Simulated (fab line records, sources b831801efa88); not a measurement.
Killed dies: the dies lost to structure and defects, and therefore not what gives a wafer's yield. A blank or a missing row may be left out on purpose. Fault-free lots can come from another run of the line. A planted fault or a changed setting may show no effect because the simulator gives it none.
fab line records	flow sky130
[record] lots = 7	wafers = 21	last-day = 50
route steps=708 shown RES_XHIGH@334 SD_N@342 PAD_OPEN@708
lots that met no fault: from a run of the same line without faults
start-h: hours from the record's opening day to when the first of the lot's shown wafers began	wait-h: hours elapsed since this lot's preceding step	" identical to the entry in the row above	L1.1+2: a single row standing in for several wafers	- value missing, or start not given	* or withheld: withheld	< > ~ a bound
route shown NAME@n: a module of which the file shows steps, and the number in the route of the first	usual: the fault-free wafers' mean and standard deviation	same: alike in all rows	chamber/n: place in a boat	sites: the reading at each site	_std_site: the standard deviation of these	_edge_site: inner sites' mean taken away from outer sites' mean	radius-mm: for every site, how far away it sits from the centre of the wafer	mask NAME#n: copy n	behind: the last tool/chamber to shape the wafer	hold: why the lot was held/for how many hours/how that ended	device: whichever transistor did not switch (one of n, p or np)	end of line: the same wafers' tests at the end of the route	where a step has no rows: the recipe by itself	killed: not the wafer's yield, but the dies lost to structure and defects at the first sort	map: a wafer's dies, x killed, . not, _ none there
set.NAME: the setting that was run; set.NAME@STEP: the one run at that earlier step	model.NAME: the simulator's own value behind a step, which no gauge read
lots at selected steps of the route; one table per step, one row per wafer
services: the hour from which a tool's chamber was out of use, counted from the record's first day as start-h (under 0 if before that day), plus the number of hours and why
[[steps]]
[step SKY_RES_XHIGH_COAT_02]
[recipe] resist = NOVOLAK	spin-rpm = 3000	resist-thk-nm = 1140
[step SKY_RES_XHIGH_SOFTBAKE_03]
[recipe] temp-c = 90	time-s = 60	resist = NOVOLAK
[step SKY_RES_XHIGH_EXPOSE_04]
[recipe] mask-id = URPM	na = 0.6	source-shape = conventional	sigma-outer = 0.6	polarization = unpolarized	target-cd-nm = 1270	dose-mj = 140
[step SKY_RES_XHIGH_PEB_05]
[recipe] temp-c = withheld	time-s = *	resist = NOVOLAK
[step SKY_RES_XHIGH_DEVELOP_06]
[recipe] resist = NOVOLAK	developer = TMAH	develop-time-s = 60	dev-temp-c = 23
[step SKY_RES_XHIGH_IMPLANT_07]
[recipe] species = BF2	energy-kev = 20	dose-cm2 = 3.624e+14	tilt-deg = 0
[step SKY_RES_XHIGH_STRIP_08]
[recipe] chemistry = O2/N2	power-w = 1400	pressure-mtorr = 1500	platen-temp-c = withheld	o2-flow-sccm = 3000	n2-flow-sccm = 300	overash-fraction = 0.5
[usual] chamber-pressure-mTorr = 1500.0/1.4	drypump-motor-current-A = 5.9/0.45	oes-product-au = 0.710/0.0044	strip-time-to-endpoint-s = 14.29/0.044
lot.wafer	tool	chamber	start-h	wait-h	chamber-pressure-mTorr	drypump-motor-current-A	oes-product-au	rf-hours-counter-h	strip-time-to-endpoint-s
L956.2	plasma-asher-01	0	615.14	0.1	1501.6	5.7	0.711	91	14.32
L956.4	"	0	"	"	1499.0	5.8	0.705	-	14.35
L956.6	"	1	"	"	1500.4	6.5	0.714	-	14.38
L959.1	plasma-asher-02	0	642.37	0.1	1498.8	5.3	0.716	49	14.27
L959.4	"	1	"	"	1496.5	5.6	0.713	-	14.33
L959.6	"	1	"	"	1502.0	5.6	0.714	-	14.27
L961.1	plasma-asher-01	0	668.62	0.1	1499.9	5.7	0.703	94	14.35
L961.2	"	1	"	"	1500.1	6.6	0.713	94	14.33
L961.6	"	1	"	"	1501.6	6.5	0.705	-	14.33
L965.2	plasma-asher-01	1	697.37	0.1	1497.1	6.5	0.715	97	14.35
L965.5	"	1	"	"	1500.4	6.6	0.709	-	14.30
L965.6	"	0	"	"	1500.1	5.7	0.710	-	14.29
L966.2	plasma-asher-02	1	700.44	0.1	1499.3	5.6	0.709	54	14.32
L966.5	"	0	"	"	1502.4	5.3	0.716	-	14.28
L966.6	"	1	"	"	1501.0	5.6	0.710	-	14.32
L976.1	plasma-asher-01	0	792.62	0.1	1501.8	5.7	0.712	5	14.19
L976.4	"	1	"	"	1499.2	6.5	0.718	-	14.17
L976.6	"	1	"	"	1499.9	6.6	0.716	-	14.23
L979.1	plasma-asher-02	0	816.49	0.1	1500.1	5.3	0.709	66	14.32
L979.2	"	1	"	"	1499.3	5.6	0.712	66	14.33
L979.3	"	1	"	"	1500.4	5.6	0.708	-	14.35
[step SKY_RES_XHIGH_TW_MEAS_09]
[usual] RES_XHIGH_TW = 1650/7.5
lot.wafer	tool	chamber	start-h	wait-h	RES_XHIGH_TW
L956.2	film-metro-03	-	615.25	0.1	1650
L956.4	"	-	"	"	1657
L956.6	"	-	"	"	1657
L959.1	film-metro-01	-	642.47	0.1	1639
L959.4	"	-	"	"	1644
L959.6	"	-	"	"	1645
L961.1	film-metro-03	-	668.72	0.1	1658
L961.2	"	-	"	"	1655
L961.6	"	-	"	"	1650
L965.2	film-metro-03	-	697.48	0.1	1663
L965.5	"	-	"	"	1651
L965.6	"	-	"	"	1671
L966.2	film-metro-02	-	700.55	0.1	1656
L966.5	"	-	"	"	1656
L966.6	"	-	"	"	1665
L976.1	film-metro-03	-	792.72	0.1	1645
L976.4	"	-	"	"	1652
L976.6	"	-	"	"	1657
L979.1	film-metro-03	-	816.59	0.1	1646
L979.2	"	-	"	"	1646
L979.3	"	-	"	"	1659
[step SKY_SD_N_DEHYDRATE_00]
[recipe] temp-c = 200	time-s = 60
[step SKY_SD_N_HMDS_01]
[recipe] prime-time-s = 60	prime-temp-c = 120
[step SKY_SD_N_COAT_02]
[recipe] resist = NOVOLAK	spin-rpm = 3000	resist-thk-nm = 1140
[step SKY_SD_N_SOFTBAKE_03]
[recipe] temp-c = 90	time-s = 60	resist = NOVOLAK
[step SKY_SD_N_EXPOSE_04]
[recipe] mask-id = NSDM	na = 0.6	source-shape = conventional	sigma-outer = 0.6	polarization = unpolarized	target-cd-nm = 380	dose-mj = 141
lot.wafer	tool	chamber	start-h	wait-h	mask	model.SD_N.overlay-x-nm
L956.2+4+6	iline-stepper-01	0	630.58	-	NSDM#0	-1.32
L959.1+4+6	iline-stepper-02	0	655.91	-	NSDM#0	0.2141
L961.1+2+6	iline-stepper-01	0	681.09	-	NSDM#0	-89.61
L965.2+5+6	iline-stepper-01	0	709.73	-	NSDM#0	-89.96
L966.2+5+6	iline-stepper-01	0	712.35	-	NSDM#0	-90.26
L976.1+4+6	iline-stepper-02	0	807.06	-	NSDM#0	0.4861
L979.1+2+3	iline-stepper-02	0	829.04	-	NSDM#0	1.17
[step SKY_SD_N_PEB_05]
[recipe] temp-c = withheld	time-s = *	resist = NOVOLAK
[step SKY_SD_N_DEVELOP_06]
[recipe] resist = NOVOLAK	developer = TMAH	develop-time-s = 60	dev-temp-c = 23
[step SKY_SD_N_CD_MEAS_07]
[recipe] target-cd-nm = 380
[usual] cd-nm = 380.1/2.2
lot.wafer	tool	chamber	start-h	wait-h	cd-nm
L956.2	cd-sem-02	-	644.21	0.1	379.7
L956.4	"	-	"	"	379.4
L956.6	"	-	"	"	378.6
L959.1	cd-sem-01	-	671.18	0.1	382.0
L959.4	"	-	"	"	381.1
L959.6	"	-	"	"	382.6
L961.1	cd-sem-01	-	696.28	0.1	379.4
L961.2	"	-	"	"	377.6
L961.6	"	-	"	"	380.0
L965.2	cd-sem-02	-	724.30	0.1	381.6
L965.5	"	-	"	"	383.9
L965.6	"	-	"	"	383.3
L966.2	cd-sem-01	-	727.65	0.1	379.5
L966.5	"	-	"	"	378.1
L966.6	"	-	"	"	378.1
L976.1	cd-sem-01	-	819.18	0.1	379.0
L976.4	"	-	"	"	381.5
L976.6	"	-	"	"	379.8
L979.1	cd-sem-01	-	843.38	0.1	379.6
L979.2	"	-	"	"	378.7
L979.3	"	-	"	"	377.8
[step SKY_SD_N_OVL_MEAS_08]
[usual] SD_N_OVL = 0.3/1.3
lot.wafer	tool	chamber	start-h	wait-h	SD_N_OVL[nm]
L956.2	overlay-02	-	644.31	0.1	-2.8
L956.4	"	-	"	"	-2.3
L956.6	"	-	"	"	-1.3
L959.1	overlay-01	-	671.30	0.1	-1.2
L959.4	"	-	"	"	1.1
L959.6	"	-	"	"	1.0
L961.1	overlay-01	-	696.40	0.1	-89.9
L961.2	"	-	"	"	-90.2
L961.6	"	-	"	"	-90.1
L965.2	overlay-01	-	724.41	0.1	-89.0
L965.5	"	-	"	"	-89.5
L965.6	"	-	"	"	-89.5
L966.2	overlay-01	-	727.76	0.1	-89.3
L966.5	"	-	"	"	-90.2
L966.6	"	-	"	"	-90.2
L976.1	overlay-02	-	819.30	0.1	0.3
L976.4	"	-	"	"	0.5
L976.6	"	-	"	"	1.3
L979.1	overlay-01	-	843.50	0.1	1.3
L979.2	"	-	"	"	2.5
L979.3	"	-	"	"	3.2
[step SKY_SD_N_IMPLANT_09]
[recipe] species = As	energy-kev = 50	dose-cm2 = 4e+15	tilt-deg = 0
[step SKY_PAD_OPEN_PROBE_99]
[usual] killed_at_M0_to_M3 = 43/6.9	killed_at_M4_up = 3.1/1.9	killed-at-contacts = 24/5.4	killed-at-front-end = 14/4.3	killed-at-other = 0.3/0.53	killed-dies = 84/9.5	killed-open = 46/6.8	killed-short = 38/6
[same] gross-dies = 492	killed-at-back-side = 0
lot.wafer	tool	chamber	start-h	wait-h	killed_at_M0_to_M3	killed_at_M4_up	killed-at-contacts	killed-at-front-end	killed-at-other	killed-dies	killed-open	killed-short
L956.2	prober-02	-	1076.01	0.1	43	2	20	18	0	83	47	36
L956.4	prober-02	-	1076.11	0.2	56	4	20	12	0	92	47	45
L956.6	prober-02	-	1076.21	0.2	50	3	24	20	0	97	45	52
L959.1	prober-01	-	1096.40	0.1	41	2	15	21	0	79	39	40
L959.4	prober-01	-	1096.55	0.2	50	1	29	10	1	91	49	42
L959.6	prober-01	-	1096.65	0.2	38	5	14	17	0	74	38	36
L961.1	prober-02	-	1111.35	0.1	30	4	34	21	0	89	46	43
L961.2	prober-02	-	1111.40	0.1	49	2	21	21	0	93	45	48
L961.6	prober-02	-	1111.60	0.2	50	6	31	4	0	91	51	40
L965.2	prober-01	-	1132.06	0.1	40	4	23	19	1	87	49	37
L965.5	prober-01	-	1132.21	0.2	40	4	20	14	0	78	38	39
L965.6	prober-01	-	1132.26	0.2	39	3	26	13	0	81	45	36
L966.2	prober-02	-	1133.95	0.1	31	2	30	14	0	77	41	36
L966.5	prober-02	-	1134.10	0.2	39	5	28	13	1	86	48	38
L966.6	prober-02	-	1134.15	0.2	40	3	31	16	0	90	51	39
L976.1	prober-01	-	1197.91	0.1	44	2	30	10	1	87	51	36
L976.4	prober-01	-	1198.06	0.2	45	7	29	4	1	86	55	30
L976.6	prober-01	-	1198.16	0.2	41	2	15	10	2	70	34	34
// killed by level:class
L956.2 CONTACT:geometric-particle:open=9 VIA1:geometric-particle:open=9 CONTACT:geometric-particle:short=6 METAL1:geometric-particle:short=6 VIA2:geometric-particle:open=6 VIA1:geometric-particle:short=4 FIELD_ISO:geometric-particle:open=4 POLY_GATE:geometric-particle:open=4
L956.4 VIA1:geometric-particle:open=12 VIA2:geometric-particle:open=8 VIA2:geometric-particle:short=8 METAL1:geometric-particle:short=7 CONTACT:geometric-particle:open=6 VIA1:geometric-particle:short=6 LI_CONTACT:geometric-particle:open=4 VIA3:geometric-particle:open=4
L956.6 VIA1:geometric-particle:open=14 POLY_GATE:geometric-particle:short=10 CONTACT:geometric-particle:open=9 METAL1:geometric-particle:short=9 LI_CONTACT:geometric-particle:open=7 METAL2:geometric-particle:short=7 LI_CONTACT:geometric-particle:short=5 METAL3:geometric-particle:short=5
L959.1 FIELD_ISO:geometric-particle:short=7 LI_CONTACT:geometric-particle:open=7 VIA2:geometric-particle:open=7 FIELD_ISO:geometric-particle:open=6 VIA1:geometric-particle:open=5 METAL2:geometric-particle:short=5 VIA2:geometric-particle:short=5 VIA3:geometric-particle:open=5
L959.4 CONTACT:geometric-particle:open=10 VIA2:geometric-particle:open=8 LOCAL_INTERCONNECT:geometric-particle:short=8 METAL2:geometric-particle:short=8 VIA3:geometric-particle:open=8 LI_CONTACT:geometric-particle:open=7 METAL1:geometric-particle:short=5 VIA1:geometric-particle:open=5
L959.6 VIA1:geometric-particle:open=9 VIA2:geometric-particle:open=6 FIELD_ISO:geometric-particle:open=4 METAL4:geometric-particle:short=4 POLY_GATE:geometric-particle:short=4 METAL1:geometric-particle:short=4 VIA3:geometric-particle:short=4 VIA3:geometric-particle:open=4
L961.1 CONTACT:geometric-particle:open=13 LI_CONTACT:geometric-particle:open=9 METAL2:geometric-particle:short=8 POLY_GATE:geometric-particle:open=7 FIELD_ISO:geometric-particle:short=5 LOCAL_INTERCONNECT:geometric-particle:short=5 CONTACT:geometric-particle:short=5 VIA1:geometric-particle:open=5
L961.2 METAL3:geometric-particle:short=8 VIA2:geometric-particle:open=8 FIELD_ISO:geometric-particle:open=7 CONTACT:geometric-particle:open=7 VIA3:geometric-particle:open=7 VIA1:geometric-particle:open=7 LOCAL_INTERCONNECT:geometric-particle:short=6 VIA3:geometric-particle:short=5
L961.6 CONTACT:geometric-particle:open=12 VIA1:geometric-particle:open=10 VIA3:geometric-particle:open=10 METAL2:geometric-particle:short=9 VIA2:geometric-particle:open=7 LI_CONTACT:geometric-particle:open=6 METAL4:geometric-particle:short=6 CONTACT:geometric-particle:short=5
L965.2 VIA1:geometric-particle:open=12 LI_CONTACT:geometric-particle:open=9 POLY_GATE:geometric-particle:short=7 VIA1:geometric-particle:short=7 VIA3:geometric-particle:open=6 CONTACT:geometric-particle:open=5 VIA2:geometric-particle:open=5 FIELD_ISO:geometric-particle:open=4
L965.5 VIA3:geometric-particle:open=10 CONTACT:geometric-particle:short=7 VIA1:geometric-particle:open=7 METAL2:geometric-particle:short=5 LI_CONTACT:geometric-particle:open=5 METAL1:geometric-particle:short=5 VIA2:geometric-particle:open=5 FIELD_ISO:geometric-particle:short=4
L965.6 VIA1:geometric-particle:open=11 LI_CONTACT:geometric-particle:open=9 CONTACT:geometric-particle:open=7 VIA3:geometric-particle:open=6 LOCAL_INTERCONNECT:geometric-particle:short=5 METAL1:geometric-particle:short=5 FIELD_ISO:geometric-particle:short=4 POLY_GATE:geometric-particle:open=4
L966.2 VIA1:geometric-particle:open=9 CONTACT:geometric-particle:open=8 METAL2:geometric-particle:short=7 LI_CONTACT:geometric-particle:open=7 LOCAL_INTERCONNECT:geometric-particle:short=5 VIA3:geometric-particle:open=5 POLY_GATE:geometric-particle:short=4 LI_CONTACT:geometric-particle:short=4
L966.5 LI_CONTACT:geometric-particle:open=11 VIA1:geometric-particle:open=11 CONTACT:geometric-particle:open=7 POLY_GATE:geometric-particle:open=6 LI_CONTACT:geometric-particle:short=6 METAL2:geometric-particle:short=6 VIA2:geometric-particle:short=4 VIA1:geometric-particle:short=4
L966.6 LI_CONTACT:geometric-particle:open=12 VIA1:geometric-particle:open=10 CONTACT:geometric-particle:open=9 LOCAL_INTERCONNECT:geometric-particle:short=6 VIA1:geometric-particle:short=6 VIA2:geometric-particle:open=6 METAL2:geometric-particle:short=5 FIELD_ISO:geometric-particle:open=4
L976.1 VIA1:geometric-particle:open=17 CONTACT:geometric-particle:open=11 LI_CONTACT:geometric-particle:open=10 LI_CONTACT:geometric-particle:short=4 VIA1:geometric-particle:short=4 METAL2:geometric-particle:short=4 VIA2:geometric-particle:open=4 FIELD_ISO:geometric-particle:short=3
L976.4 CONTACT:geometric-particle:open=11 LI_CONTACT:geometric-particle:open=9 VIA1:geometric-particle:open=9 VIA2:geometric-particle:open=8 VIA3:geometric-particle:open=6 CONTACT:geometric-particle:short=5 VIA1:geometric-particle:short=5 METAL4:geometric-particle:open=5
L976.6 VIA1:geometric-particle:open=11 METAL2:geometric-particle:short=11 CONTACT:geometric-particle:open=5 LOCAL_INTERCONNECT:geometric-particle:short=4 VIA3:geometric-particle:open=4 METAL1:geometric-particle:short=4 VIA2:geometric-particle:open=4 FIELD_ISO:geometric-particle:short=3
[[services]]
tool	chamber	start-h	hours	kind
iline-stepper-01	0	597.41	-	calibration
iline-stepper-02	-	629.53	1.7	pm
iline-stepper-02	-	646.66	1.0	repair
iline-stepper-02	-	647.17	6.1	repair
iline-stepper-02	0	678.18	-	calibration
iline-stepper-01	-	697.04	1.7	pm
plasma-asher-01	-	733.75	9.0	pm
plasma-asher-01	0	733.75	9.0	vent-cycle
plasma-asher-01	1	733.75	9.0	vent-cycle
plasma-asher-01	0	742.75	-	clean
plasma-asher-01	1	742.75	-	clean
iline-stepper-01	0	804.50	-	calibration
[[key]]
[first-sign] step = SKY_SD_N_OVL_MEAS_08	reading = SD_N_OVL	direction = down	sigmas = 69	usual = 0.3	struck = -89.8
effect none on later readings
[model-effect] step = SKY_SD_N_EXPOSE_04	value = SD_N.overlay-x-nm	without = 0.2588	struck = -89.94
met-at SKY_SD_N_EXPOSE_04
struck-wafers L961.1,L961.2,L961.6,L965.2,L965.5,L965.6,L966.2,L966.5,L966.6
tester-left-out L961,L965,L966
onset-between 630.58 681.09
[fault] kind = scanner-matching-overlay	tool = iline-stepper-01	chamber = -	onset-h = 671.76	steps = SKY_SD_N_EXPOSE_04	offset = -90.202
// tester-left-out: of these lots the tester's yield and bins aren't shown, on N5 and GAA mostly nor the transistor test; their killed dies are dies lost to structure and defects alone, not to doping, threshold or leakage, so they don't give the yield
